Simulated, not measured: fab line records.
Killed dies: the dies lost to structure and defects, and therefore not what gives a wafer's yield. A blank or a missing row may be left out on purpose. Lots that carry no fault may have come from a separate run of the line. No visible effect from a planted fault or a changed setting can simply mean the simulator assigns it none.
fab line records	flow sky130
[record] lots = 12	wafers = 36	last-day = 49
route steps=708 shown METAL4@634 VIA4@658 METAL5@675 PAD_OPEN@708
lots that met no fault: taken from a fault-free run of the same line
start-h: start of the lot's first displayed wafer, in hours after the record's first day	wait-h: time in hours since the lot's previous step	" repeats the value in the row above	L1.1+2: a single row standing in for several wafers	- no value present, or no start provided	* or withheld: withheld	< > ~ a bound
route shown NAME@n: names a module that has steps shown in the file, with the first one's number in the route	usual: mean and standard deviation over wafers with no fault	same: alike in all rows	chamber/n: place in a boat	sites: readings site by site	_std_site: standard deviation across them	_edge_site: outer sites' mean less inner sites'	radius-mm: for every site, how far away it sits from the centre of the wafer	mask NAME#n: copy n	behind: the most recent tool/chamber to have shaped the wafer	hold: why the lot was held/for how many hours/how that ended	device: names the non-switching transistor (n, p or np)	end of line: tests of these same wafers at the route's end	a step with no rows: only its recipe	killed: the dies lost at the first sort to structure and to defects; this is not the yield of the wafer	map: a wafer's dies, x killed, . not, _ none there
set.NAME: the run value of the setting; set.NAME@STEP: its run value at that earlier step	model.NAME: the simulator's own value behind a step, which no gauge read
steps of the route over a sample of lots; a table a step, a row a wafer
services: the hour from which a tool's chamber was out of use, counted from the record's first day as start-h (under 0 if before that day), plus the number of hours and why
[[steps]]
[step SKY_METAL4_METAL_ETCH_18]
[recipe] target-depth-a = 8450	stop-on = SiO2	over-etch-frac = 0.3	time-s = 183.1	chemistry = Cl2/BCl3	resist-sidewall-deg = 88	pressure-mtorr = 10	icp-w = 900	bias-w = 48.5	Cl2_flow_sccm = 60	bcl3-flow-sccm = 30
[usual] bcl3-flow-sccm = 30.00/0.095	drypump-motor-current-A = 5.8/0.37	oes-product-au = 0.866/0.006	throttle-valve-pct = 22.264/0.0088
[same] over-etch-frac = 0.3	time-s = 183.1
lot.wafer	tool	chamber	start-h	wait-h	bcl3-flow-sccm	drypump-motor-current-A	oes-product-au	rf-hours-counter-h	throttle-valve-pct
L412.3	rie-metal-01	1	1003.19	0.1	29.94	6.1	0.871	-	22.270
L412.4	"	0	"	"	30.06	5.9	0.864	-	22.267
L412.5	"	0	"	"	30.03	5.9	0.866	-	22.268
L414.1	rie-metal-04	1	1013.92	0.0	30.17	5.1	0.866	9	22.263
L414.4	"	1	"	"	29.95	5.1	0.857	-	22.257
L414.5	"	0	"	"	30.21	5.6	0.864	-	22.258
L415.2	rie-metal-04	1	1017.28	0.0	29.99	5.1	0.867	10	22.251
L415.3	"	0	"	"	29.95	5.6	0.869	-	22.257
L415.4	"	1	"	"	30.03	5.1	0.864	-	22.257
L416.3	rie-metal-01	0	1020.53	0.1	30.10	5.9	0.863	-	22.261
L416.4	"	1	"	"	30.11	6.1	0.858	-	22.273
L416.5	"	1	"	"	30.17	6.1	0.861	-	22.267
L417.1	rie-metal-01	1	1026.49	0.0	30.10	6.1	0.874	20	22.266
L417.4	"	1	"	"	30.01	6.1	0.868	-	22.267
L417.5	"	1	"	"	30.18	6.1	0.876	-	22.274
L418.1	rie-metal-01	1	1033.44	0.0	29.96	6.1	0.863	20	22.267
L418.2	"	0	"	"	29.90	5.9	0.865	16	22.244
L418.3	"	1	"	"	29.92	6.1	0.865	-	22.253
L419.2	rie-metal-01	0	1044.44	0.0	29.93	5.9	0.865	17	22.254
L419.4	"	0	"	"	29.95	5.9	0.870	-	22.255
L419.6	"	1	"	"	29.90	6.1	0.864	-	22.259
L421.1	rie-metal-01	0	1052.80	0.0	30.08	5.9	0.858	17	22.255
L421.4	"	1	"	"	29.88	6.2	0.861	-	22.262
L421.6	"	1	"	"	29.89	6.1	0.866	-	22.269
L422.1	rie-metal-01	0	1058.75	0.0	29.92	5.9	0.869	17	22.261
L422.3	"	0	"	"	29.86	5.9	0.858	-	22.256
L422.5	"	0	"	"	29.80	5.9	0.867	-	22.263
L423.3	rie-metal-01	1	1066.38	0.1	30.08	6.1	0.870	-	22.280
L423.4	"	0	"	"	29.90	5.9	0.864	-	22.278
L423.5	"	1	"	"	30.03	6.1	0.880	-	22.267
L426.1	rie-metal-01	1	1084.07	0.0	30.04	6.1	0.872	24	22.265
L426.3	"	0	"	"	29.90	5.9	0.881	-	22.262
L426.6	"	0	"	"	29.88	5.9	0.872	-	22.266
L427.2	rie-metal-01	0	1086.29	0.0	29.89	5.9	0.871	19	22.281
L427.4	"	1	"	"	30.05	6.1	0.865	-	22.257
L427.5	"	1	"	"	29.90	6.1	0.866	-	22.255
[step SKY_VIA4_RS_MEAS_19]
[recipe] thk-meas-gauge = four-point-probe	reads = W_of_VIA4_CVD_18+TiN_of_VIA4_SPUTTER_17
[usual] VIA4_W_RS = 0.2256/0.0025
lot.wafer	tool	chamber	start-h	wait-h	VIA4_W_RS[ohm/sq]
L412.3	film-metro-04	-	1028.39	0.1	0.2225
L412.4	"	-	"	"	0.2228
L412.5	"	-	"	"	0.2216
L414.1	film-metro-04	-	1038.38	0.1	0.2248
L414.4	"	-	"	"	0.2276
L414.5	"	-	"	"	0.2260
L415.2	film-metro-04	-	1042.04	0.1	0.2269
L415.3	"	-	"	"	0.2247
L415.4	"	-	"	"	0.2313
L416.3	film-metro-03	-	1045.23	0.1	0.2214
L416.4	"	-	"	"	0.2283
L416.5	"	-	"	"	0.2321
L417.1	film-metro-04	-	1051.37	0.1	0.2269
L417.4	"	-	"	"	0.2257
L417.5	"	-	"	"	0.2273
L418.1	film-metro-04	-	1058.06	0.1	0.2274
L418.2	"	-	"	"	0.2244
L418.3	"	-	"	"	0.2254
L419.2	film-metro-02	-	1069.33	0.1	0.2262
L419.4	"	-	"	"	0.2226
L419.6	"	-	"	"	0.2242
L421.1	film-metro-04	-	1077.08	0.1	0.2225
L421.4	"	-	"	"	0.2244
L421.6	"	-	"	"	0.2275
L422.1	film-metro-04	-	1082.97	0.1	0.2236
L422.3	"	-	"	"	0.2260
L422.5	"	-	"	"	0.2242
L423.3	film-metro-03	-	1090.26	0.1	0.2263
L423.4	"	-	"	"	0.2218
L423.5	"	-	"	"	0.2237
L426.1	film-metro-04	-	1106.61	0.1	0.2253
L426.3	"	-	"	"	0.2230
L426.6	"	-	"	"	0.2236
L427.2	film-metro-04	-	1108.44	0.1	0.2230
L427.4	"	-	"	"	0.2239
L427.5	"	-	"	"	0.2235
[step SKY_VIA4_THK_MEAS_20]
[recipe] thk-meas-gauge = xrf	reads = W_of_VIA4_CVD_18
[usual] VIA4_W_THK = 502/6.2
lot.wafer	tool	chamber	start-h	wait-h	VIA4_W_THK[nm]
L412.3	film-metro-04	-	1028.49	0.1	507
L412.4	"	-	"	"	508
L412.5	"	-	"	"	508
L414.1	film-metro-04	-	1038.50	0.1	508
L414.4	"	-	"	"	498
L414.5	"	-	"	"	501
L415.2	film-metro-04	-	1042.15	0.1	501
L415.3	"	-	"	"	501
L415.4	"	-	"	"	490
L416.3	film-metro-03	-	1045.33	0.1	513
L416.4	"	-	"	"	497
L416.5	"	-	"	"	493
L417.1	film-metro-04	-	1051.49	0.1	500
L417.4	"	-	"	"	500
L417.5	"	-	"	"	498
L418.1	film-metro-04	-	1058.18	0.1	496
L418.2	"	-	"	"	502
L418.3	"	-	"	"	500
L419.2	film-metro-02	-	1069.44	0.1	499
L419.4	"	-	"	"	506
L419.6	"	-	"	"	501
L421.1	film-metro-04	-	1077.20	0.1	503
L421.4	"	-	"	"	505
L421.6	"	-	"	"	497
L422.1	film-metro-04	-	1083.09	0.1	507
L422.3	"	-	"	"	501
L422.5	"	-	"	"	503
L423.3	film-metro-03	-	1090.36	0.1	501
L423.4	"	-	"	"	511
L423.5	"	-	"	"	510
L426.1	film-metro-04	-	1106.73	0.1	503
L426.3	"	-	"	"	511
L426.6	"	-	"	"	506
L427.2	film-metro-04	-	1108.55	0.1	506
L427.4	"	-	"	"	508
L427.5	"	-	"	"	501
[step SKY_METAL5_DESCUM_14]
[recipe] chemistry = O2	source-power-w = 150	bias-power-w = 0	pressure-mtorr = 10	temp-c = 40	time-s = 11
[usual] drypump-motor-current-A = 5.8/0.55	oes-product-au = 1.000/0.0071
[same] time-s = 11
lot.wafer	tool	chamber	start-h	wait-h	drypump-motor-current-A	oes-product-au	rf-hours-counter-h
L412.3	rie-metal-02	0	1051.31	0.1	5.2	1.003	-
L412.4	"	1	"	"	6.6	1.008	-
L412.5	"	1	"	"	6.5	1.015	-
L414.1	rie-metal-02	1	1061.72	0.1	6.6	0.999	11
L414.4	"	1	"	"	6.6	1.018	-
L414.5	"	0	"	"	5.2	0.994	-
L415.2	rie-metal-02	1	1064.60	0.1	6.6	1.010	12
L415.3	"	0	"	"	5.2	1.004	-
L415.4	"	1	"	"	6.6	1.013	-
L416.3	rie-metal-02	1	1068.66	0.1	6.6	1.005	-
L416.4	"	0	"	"	5.2	1.001	-
L416.5	"	0	"	"	5.2	1.007	-
L417.1	rie-metal-04	0	1074.35	0.1	5.6	0.997	17
L417.4	"	0	"	"	5.6	1.002	-
L417.5	"	1	"	"	5.1	0.999	-
L418.1	rie-metal-03	1	1080.37	0.1	6.2	1.005	11
L418.2	"	0	"	"	5.4	1.001	15
L418.3	"	0	"	"	5.4	0.994	-
L419.2	rie-metal-02	1	1092.57	0.1	6.6	1.004	14
L419.4	"	0	"	"	5.2	0.996	-
L419.6	"	0	"	"	5.2	0.987	-
L421.1	rie-metal-03	0	1098.90	0.1	5.4	0.996	16
L421.4	"	0	"	"	5.4	1.000	-
L421.6	"	1	"	"	6.2	1.008	-
L422.1	rie-metal-02	1	1104.13	0.1	6.5	0.992	15
L422.3	"	1	"	"	6.5	1.014	-
L422.5	"	1	"	"	6.6	0.995	-
L423.3	rie-metal-04	0	1111.94	0.1	5.5	1.004	-
L423.4	"	1	"	"	5.1	1.004	-
L423.5	"	1	"	"	5.1	1.001	-
L426.1	rie-metal-03	0	1126.93	0.1	5.4	0.990	18
L426.3	"	0	"	"	5.4	0.985	-
L426.6	"	1	"	"	6.2	1.002	-
L427.2	rie-metal-02	0	1129.18	0.1	5.2	0.994	14
L427.4	"	1	"	"	6.6	1.011	-
L427.5	"	1	"	"	6.6	1.015	-
[step SKY_PAD_OPEN_PROBE_99]
[usual] defect-limited-yield = 82.5/2	killed_at_M0_to_M3 = 43/7.1	killed_at_M4_up = 3.3/2	killed-at-contacts = 24/5.1	killed-at-front-end = 15/4.6	killed-at-other = 0.3/0.6	killed-dies = 86/9.6	killed-on-rim = 17/3.8	killed-open = 46/7.3	killed-short = 39/6.7	sort_bin_3_pad_short = 0.9/0.44	sort_bin_5_function = 10.4/1.5	sort_bin_6_memory = 6.2/1.1	sort-n-pass = 406/9.6	sort-yield-pct = 82.5/2
[same] gross-dies = 492	killed-at-back-side = 0	sort_bin_4_leakage[%] = 0	sort_bin_8_speed[%] = 0
lot.wafer	tool	chamber	start-h	wait-h	defect-limited-yield[%]	killed_at_M0_to_M3	killed_at_M4_up	killed-at-contacts	killed-at-front-end	killed-at-other	killed-dies	killed-on-rim	killed-open	killed-short	sort_bin_3_pad_short[%]	sort_bin_5_function[%]	sort_bin_6_memory[%]	sort-n-pass	sort-yield-pct[%]
L412.3	prober-01	-	1099.24	0.2	80.7	53	2	26	14	0	95	18	52	43	0.6	11.0	7.7	397	80.7
L412.4	prober-01	-	1099.29	0.2	82.5	45	0	24	17	0	86	18	43	43	0.4	12.0	5.1	406	82.5
L412.5	prober-01	-	1099.34	0.2	80.5	39	5	36	16	0	96	20	56	39	0.8	11.6	7.1	396	80.5
L414.1	prober-02	-	1108.32	0.1	82.7	49	4	22	10	0	85	14	45	40	0.8	9.6	6.9	407	82.7
L414.4	prober-02	-	1108.47	0.2	84.1	47	0	19	12	0	78	15	44	34	0.4	9.3	6.1	414	84.1
L414.5	prober-02	-	1108.52	0.2	81.3	53	3	21	15	0	92	17	44	48	1.2	10.0	7.5	400	81.3
L415.2	prober-01	-	1110.78	0.1	79.1	60	2	30	11	0	103	25	62	41	1.2	12.4	7.3	389	79.1
L415.3	prober-01	-	1110.83	0.2	84.3	37	3	20	17	0	77	20	37	40	1.0	9.3	5.3	415	84.3
L415.4	prober-01	-	1110.88	0.2	82.5	39	6	26	15	0	86	13	39	47	1.0	10.2	6.3	406	82.5
L416.3	prober-02	-	1115.15	0.2	81.7	47	5	26	12	0	90	17	44	46	0.8	12.2	5.3	402	81.7
L416.4	prober-02	-	1115.20	0.2	82.1	50	3	15	20	0	88	17	50	38	1.0	11.8	5.1	404	82.1
L416.5	prober-02	-	1115.25	0.2	83.1	41	2	28	12	0	83	16	50	33	1.0	11.6	4.3	409	83.1
L417.1	prober-01	-	1119.67	0.1	83.3	41	2	19	19	1	82	19	50	29	0.4	10.4	5.9	410	83.3
L417.4	prober-01	-	1119.82	0.2	83.3	38	3	20	21	0	82	10	42	40	1.2	10.8	4.7	410	83.3
L417.5	prober-01	-	1119.87	0.2	82.5	38	3	25	20	0	86	16	39	45	1.0	9.8	6.7	406	82.5
L418.1	prober-02	-	1125.43	0.1	84.6	35	4	28	9	0	76	13	44	32	0.4	10.0	5.1	416	84.6
L418.2	prober-02	-	1125.48	0.1	82.1	45	5	27	11	0	88	17	47	41	0.8	9.8	7.3	404	82.1
L418.3	prober-02	-	1125.53	0.2	84.3	38	2	20	17	0	77	10	42	35	0.6	8.9	6.1	415	84.3
L419.2	prober-01	-	1136.45	0.1	84.6	36	3	26	10	1	76	14	48	28	0.6	9.1	5.7	416	84.6
L419.4	prober-01	-	1136.55	0.2	83.1	37	5	22	19	0	83	20	48	35	1.0	10.6	5.3	409	83.1
L419.6	prober-01	-	1136.65	0.2	84.3	30	5	26	16	0	77	13	44	33	0.4	9.6	5.7	415	84.3
L421.1	prober-01	-	1142.65	0.1	82.1	43	5	27	13	0	88	13	43	45	1.2	10.6	6.1	404	82.1
L421.4	prober-01	-	1142.80	0.2	81.9	41	0	32	16	0	89	15	49	40	0.6	12.0	5.5	403	81.9
L421.6	prober-01	-	1142.90	0.2	83.5	50	2	22	6	1	81	15	38	42	1.2	8.9	6.3	411	83.5
L422.1	prober-02	-	1146.10	0.1	82.7	44	2	23	15	1	85	18	43	41	0.6	10.6	6.1	407	82.7
L422.3	prober-02	-	1146.20	0.2	85.4	33	2	26	11	0	72	12	41	30	0	7.7	6.9	420	85.4
L422.5	prober-02	-	1146.30	0.2	84.6	39	1	23	12	1	76	15	39	36	0.6	10.4	4.5	416	84.6
L423.3	prober-01	-	1153.81	0.2	70.3	48	57	29	12	0	146	28	51	40	3.7	18.1	7.9	346	70.3
L423.4	prober-01	-	1153.86	0.2	80.1	59	3	22	14	0	98	18	51	47	1.6	9.3	8.9	394	80.1
L423.5	prober-01	-	1153.91	0.2	73.0	47	53	16	17	0	133	29	38	45	2.8	16.5	7.7	359	73.0
L426.1	prober-02	-	1167.33	0.1	70.3	49	56	25	16	0	146	33	54	39	3.0	19.1	7.5	346	70.3
L426.3	prober-02	-	1167.43	0.2	84.1	33	7	20	18	0	78	12	37	41	0.4	9.6	5.9	414	84.1
L426.6	prober-02	-	1167.58	0.2	85.4	33	2	27	10	0	72	10	45	27	0.4	8.5	5.7	420	85.4
L427.2	prober-01	-	1168.63	0.1	81.9	46	5	19	19	0	89	13	50	38	0.4	13.0	4.7	403	81.9
L427.4	prober-01	-	1168.73	0.2	74.6	37	55	18	15	0	125	24	36	38	3.7	14.8	6.9	367	74.6
L427.5	prober-01	-	1168.78	0.2	72.4	33	58	21	23	1	136	26	43	41	4.5	16.5	6.7	356	72.4
// killed by level:class
L412.3 VIA1:geometric-particle:open=13 LI_CONTACT:geometric-particle:open=11 METAL2:geometric-particle:short=8 CONTACT:geometric-particle:open=7 POLY_GATE:geometric-particle:short=6 VIA2:geometric-particle:open=5 METAL1:geometric-particle:short=5 POLY_GATE:geometric-particle:open=4
L412.4 METAL2:geometric-particle:short=10 VIA3:geometric-particle:open=10 CONTACT:geometric-particle:open=7 LOCAL_INTERCONNECT:geometric-particle:short=7 VIA1:geometric-particle:open=6 VIA2:geometric-particle:open=5 POLY_GATE:geometric-particle:short=4 LI_CONTACT:geometric-particle:open=4
L412.5 CONTACT:geometric-particle:open=14 VIA2:geometric-particle:open=11 LI_CONTACT:geometric-particle:open=7 LOCAL_INTERCONNECT:geometric-particle:short=6 CONTACT:geometric-particle:short=6 METAL1:geometric-particle:short=6 VIA1:geometric-particle:open=5 VIA3:geometric-particle:open=5
L414.1 VIA1:geometric-particle:open=10 CONTACT:geometric-particle:open=9 VIA2:geometric-particle:open=8 METAL1:geometric-particle:short=7 CONTACT:geometric-particle:short=6 LI_CONTACT:geometric-particle:open=5 VIA1:geometric-particle:short=5 METAL3:geometric-particle:short=4
L414.4 VIA1:geometric-particle:open=12 LI_CONTACT:geometric-particle:open=9 METAL1:geometric-particle:short=7 VIA1:geometric-particle:short=6 VIA2:geometric-particle:open=6 LOCAL_INTERCONNECT:geometric-particle:short=5 METAL2:geometric-particle:short=5 VIA3:geometric-particle:open=4
L414.5 VIA2:geometric-particle:open=11 METAL2:geometric-particle:short=9 CONTACT:geometric-particle:open=8 LI_CONTACT:geometric-particle:open=7 VIA1:geometric-particle:short=7 METAL1:geometric-particle:short=6 VIA1:geometric-particle:open=6 FIELD_ISO:geometric-particle:short=5
L415.2 VIA1:geometric-particle:open=18 LI_CONTACT:geometric-particle:open=8 CONTACT:geometric-particle:short=7 CONTACT:geometric-particle:open=7 VIA2:geometric-particle:open=7 VIA3:geometric-particle:open=7 VIA1:geometric-particle:short=6 VIA3:geometric-particle:short=6
L415.3 METAL1:geometric-particle:short=7 CONTACT:geometric-particle:open=6 POLY_GATE:geometric-particle:short=5 VIA1:geometric-particle:open=5 VIA2:geometric-particle:open=5 FIELD_ISO:geometric-particle:short=4 POLY_GATE:geometric-particle:open=4 LI_CONTACT:geometric-particle:short=4
L415.4 VIA1:geometric-particle:short=10 CONTACT:geometric-particle:open=9 LOCAL_INTERCONNECT:geometric-particle:short=7 VIA1:geometric-particle:open=6 LI_CONTACT:geometric-particle:open=5 VIA3:geometric-particle:open=5 METAL4:geometric-particle:short=5 VIA2:geometric-particle:open=5
L416.3 CONTACT:geometric-particle:open=11 METAL1:geometric-particle:short=8 VIA2:geometric-particle:open=7 METAL2:geometric-particle:short=7 POLY_GATE:geometric-particle:short=5 LI_CONTACT:geometric-particle:open=5 LOCAL_INTERCONNECT:geometric-particle:short=5 VIA1:geometric-particle:short=5
L416.4 VIA1:geometric-particle:open=16 FIELD_ISO:geometric-particle:open=6 VIA2:geometric-particle:open=6 CONTACT:geometric-particle:open=6 METAL2:geometric-particle:short=6 POLY_GATE:geometric-particle:short=5 VIA1:geometric-particle:short=5 VIA3:geometric-particle:open=5
L416.5 VIA1:geometric-particle:open=9 LI_CONTACT:geometric-particle:open=7 VIA2:geometric-particle:open=7 CONTACT:geometric-particle:open=7 CONTACT:geometric-particle:short=6 VIA3:geometric-particle:open=6 METAL1:geometric-particle:short=5 POLY_GATE:geometric-particle:short=4
L417.1 VIA1:geometric-particle:open=11 CONTACT:geometric-particle:open=10 VIA3:geometric-particle:open=9 VIA2:geometric-particle:open=5 VIA1:geometric-particle:short=4 VIA3:geometric-particle:short=4 FIELD_ISO:geometric-particle:short=3 SPACER:geometric-particle:short=3
L417.4 CONTACT:geometric-particle:open=11 VIA1:geometric-particle:open=11 FIELD_ISO:geometric-particle:short=8 METAL1:geometric-particle:short=7 POLY_GATE:geometric-particle:open=5 VIA1:geometric-particle:short=5 POLY_GATE:geometric-particle:short=4 METAL2:geometric-particle:short=4
L417.5 CONTACT:geometric-particle:short=10 VIA1:geometric-particle:open=10 METAL2:geometric-particle:short=8 LI_CONTACT:geometric-particle:open=6 VIA1:geometric-particle:short=5 CONTACT:geometric-particle:open=5 FIELD_ISO:geometric-particle:short=4 FIELD_ISO:geometric-particle:open=4
L418.1 LI_CONTACT:geometric-particle:open=14 METAL1:geometric-particle:short=8 POLY_GATE:geometric-particle:short=6 CONTACT:geometric-particle:open=6 VIA1:geometric-particle:open=6 VIA3:geometric-particle:open=5 LOCAL_INTERCONNECT:geometric-particle:short=5 VIA2:geometric-particle:open=5
L418.2 CONTACT:geometric-particle:open=9 LI_CONTACT:geometric-particle:open=8 VIA1:geometric-particle:open=7 VIA3:geometric-particle:open=7 VIA1:geometric-particle:short=6 VIA2:geometric-particle:open=6 CONTACT:geometric-particle:short=5 METAL1:geometric-particle:short=4
L418.3 VIA1:geometric-particle:open=11 LI_CONTACT:geometric-particle:open=8 POLY_GATE:geometric-particle:short=5 CONTACT:geometric-particle:open=5 LOCAL_INTERCONNECT:geometric-particle:short=5 VIA1:geometric-particle:short=5 METAL1:geometric-particle:short=4 METAL2:geometric-particle:short=4
L419.2 CONTACT:geometric-particle:open=13 VIA1:geometric-particle:open=11 VIA3:geometric-particle:open=8 METAL1:geometric-particle:short=6 LI_CONTACT:geometric-particle:open=4 VIA2:geometric-particle:short=4 CONTACT:geometric-particle:short=4 FIELD_ISO:geometric-particle:open=3
L419.4 CONTACT:geometric-particle:open=9 VIA1:geometric-particle:open=8 LI_CONTACT:geometric-particle:open=7 FIELD_ISO:geometric-particle:short=6 VIA3:geometric-particle:open=6 FIELD_ISO:geometric-particle:open=5 CONTACT:geometric-particle:short=5 METAL1:geometric-particle:short=5
L419.6 CONTACT:geometric-particle:open=11 LI_CONTACT:geometric-particle:open=6 METAL2:geometric-particle:short=6 VIA1:geometric-particle:short=6 FIELD_ISO:geometric-particle:open=5 POLY_GATE:geometric-particle:short=4 CONTACT:geometric-particle:short=4 VIA3:geometric-particle:open=4
L421.1 LI_CONTACT:geometric-particle:open=11 METAL1:geometric-particle:short=8 VIA1:geometric-particle:open=8 METAL2:geometric-particle:short=8 FIELD_ISO:geometric-particle:short=6 LOCAL_INTERCONNECT:geometric-particle:short=5 CONTACT:geometric-particle:open=5 VIA2:geometric-particle:open=4
L421.4 VIA1:geometric-particle:open=12 LI_CONTACT:geometric-particle:open=11 METAL1:geometric-particle:short=9 CONTACT:geometric-particle:open=7 LOCAL_INTERCONNECT:geometric-particle:short=6 FIELD_ISO:geometric-particle:open=5 METAL2:geometric-particle:short=5 CONTACT:geometric-particle:short=4
L421.6 VIA2:geometric-particle:short=10 VIA1:geometric-particle:open=8 VIA3:geometric-particle:open=8 LI_CONTACT:geometric-particle:open=6 METAL1:geometric-particle:short=6 METAL2:geometric-particle:short=6 VIA1:geometric-particle:short=4 LI_CONTACT:geometric-particle:short=4
L422.1 LOCAL_INTERCONNECT:geometric-particle:short=9 VIA1:geometric-particle:open=9 VIA2:geometric-particle:open=8 LI_CONTACT:geometric-particle:open=6 CONTACT:geometric-particle:open=6 VIA3:geometric-particle:short=6 FIELD_ISO:geometric-particle:open=4 METAL1:geometric-particle:short=4
L422.3 CONTACT:geometric-particle:open=13 METAL1:geometric-particle:short=8 VIA1:geometric-particle:open=6 CONTACT:geometric-particle:short=5 FIELD_ISO:geometric-particle:open=4 VIA1:geometric-particle:short=4 FIELD_ISO:geometric-particle:short=3 LI_CONTACT:geometric-particle:open=3
L422.5 CONTACT:geometric-particle:open=8 VIA1:geometric-particle:open=8 METAL3:geometric-particle:short=7 VIA3:geometric-particle:open=7 FIELD_ISO:geometric-particle:short=4 VIA2:geometric-particle:short=4 LI_CONTACT:geometric-particle:open=4 LOCAL_INTERCONNECT:geometric-particle:short=4
L423.3 METAL4:unspecified=55 LI_CONTACT:geometric-particle:open=14 VIA1:geometric-particle:open=12 METAL2:geometric-particle:short=7 VIA3:geometric-particle:open=7 VIA2:geometric-particle:open=6 FIELD_ISO:geometric-particle:short=5 CONTACT:geometric-particle:short=5
L423.4 METAL2:geometric-particle:short=10 VIA3:geometric-particle:open=10 VIA1:geometric-particle:open=9 VIA2:geometric-particle:open=8 FIELD_ISO:geometric-particle:open=6 CONTACT:geometric-particle:open=6 LI_CONTACT:geometric-particle:open=6 METAL1:geometric-particle:short=5
L423.5 METAL4:unspecified=50 VIA1:geometric-particle:open=10 VIA1:geometric-particle:short=7 FIELD_ISO:geometric-particle:short=6 METAL1:geometric-particle:short=6 VIA3:geometric-particle:open=6 CONTACT:geometric-particle:open=5 METAL3:geometric-particle:short=5
L426.1 METAL4:unspecified=52 VIA1:geometric-particle:open=18 CONTACT:geometric-particle:open=9 LI_CONTACT:geometric-particle:open=8 VIA2:geometric-particle:open=6 FIELD_ISO:geometric-particle:short=5 VIA3:geometric-particle:open=5 POLY_GATE:geometric-particle:short=5
L426.3 CONTACT:geometric-particle:open=8 METAL4:geometric-particle:short=7 VIA2:geometric-particle:open=6 FIELD_ISO:geometric-particle:short=5 LI_CONTACT:geometric-particle:open=5 POLY_GATE:geometric-particle:short=4 METAL1:geometric-particle:short=4 VIA1:geometric-particle:open=4
L426.6 CONTACT:geometric-particle:open=11 VIA1:geometric-particle:open=10 LI_CONTACT:geometric-particle:open=6 VIA3:geometric-particle:open=6 VIA2:geometric-particle:open=6 METAL2:geometric-particle:short=5 POLY_GATE:geometric-particle:short=4 LOCAL_INTERCONNECT:geometric-particle:short=4
L427.2 VIA1:geometric-particle:open=19 CONTACT:geometric-particle:open=7 METAL2:geometric-particle:short=6 POLY_GATE:geometric-particle:open=5 CONTACT:geometric-particle:short=5 FIELD_ISO:geometric-particle:short=4 FIELD_ISO:geometric-particle:open=4 POLY_GATE:geometric-particle:short=4
L427.4 METAL4:unspecified=50 CONTACT:geometric-particle:open=7 VIA1:geometric-particle:open=6 LI_CONTACT:geometric-particle:open=6 METAL2:geometric-particle:short=6 POLY_GATE:geometric-particle:open=5 VIA3:geometric-particle:short=5 POLY_GATE:geometric-particle:short=4
L427.5 METAL4:unspecified=51 VIA1:geometric-particle:open=9 POLY_GATE:geometric-particle:short=7 CONTACT:geometric-particle:open=7 VIA2:geometric-particle:open=7 FIELD_ISO:geometric-particle:short=5 LI_CONTACT:geometric-particle:open=5 METAL4:geometric-particle:short=5
[[services]]
tool	chamber	start-h	hours	kind
rie-metal-03	-	1025.77	2.8	pm
rie-metal-03	-	1030.18	14.6	pm
rie-metal-02	-	1035.55	1.0	repair
rie-metal-01	-	1055.58	0.8	repair
rie-metal-03	-	1081.79	5.9	repair
rie-metal-01	-	1104.86	2.8	pm
[[key]]
[first-sign] step = SKY_PAD_OPEN_PROBE_99	reading = killed_at_M4_up	direction = up	sigmas = 26	usual = 3.3	struck = 55.8
[effect] step = SKY_PAD_OPEN_PROBE_99	reading = sort_bin_3_pad_short	direction = up	sigmas = 5.9	usual = 0.9	struck = 3.5
met-at SKY_METAL4_METAL_ETCH_18
struck-lots L423,L426,L427
struck-wafers L423.3,L423.5,L426.1,L427.4,L427.5
not-acting-at SKY_VIA4_RS_MEAS_19,SKY_VIA4_THK_MEAS_20,SKY_METAL5_DESCUM_14
onset-between 1052.80 1066.38
[fault] kind = chamber-particle-source	tool = rie-metal-01	chamber = 1	onset-h = 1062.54	steps = SKY_METAL4_METAL_ETCH_18	rate-per-visit-cm2 = 1.1249	end-h = 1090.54
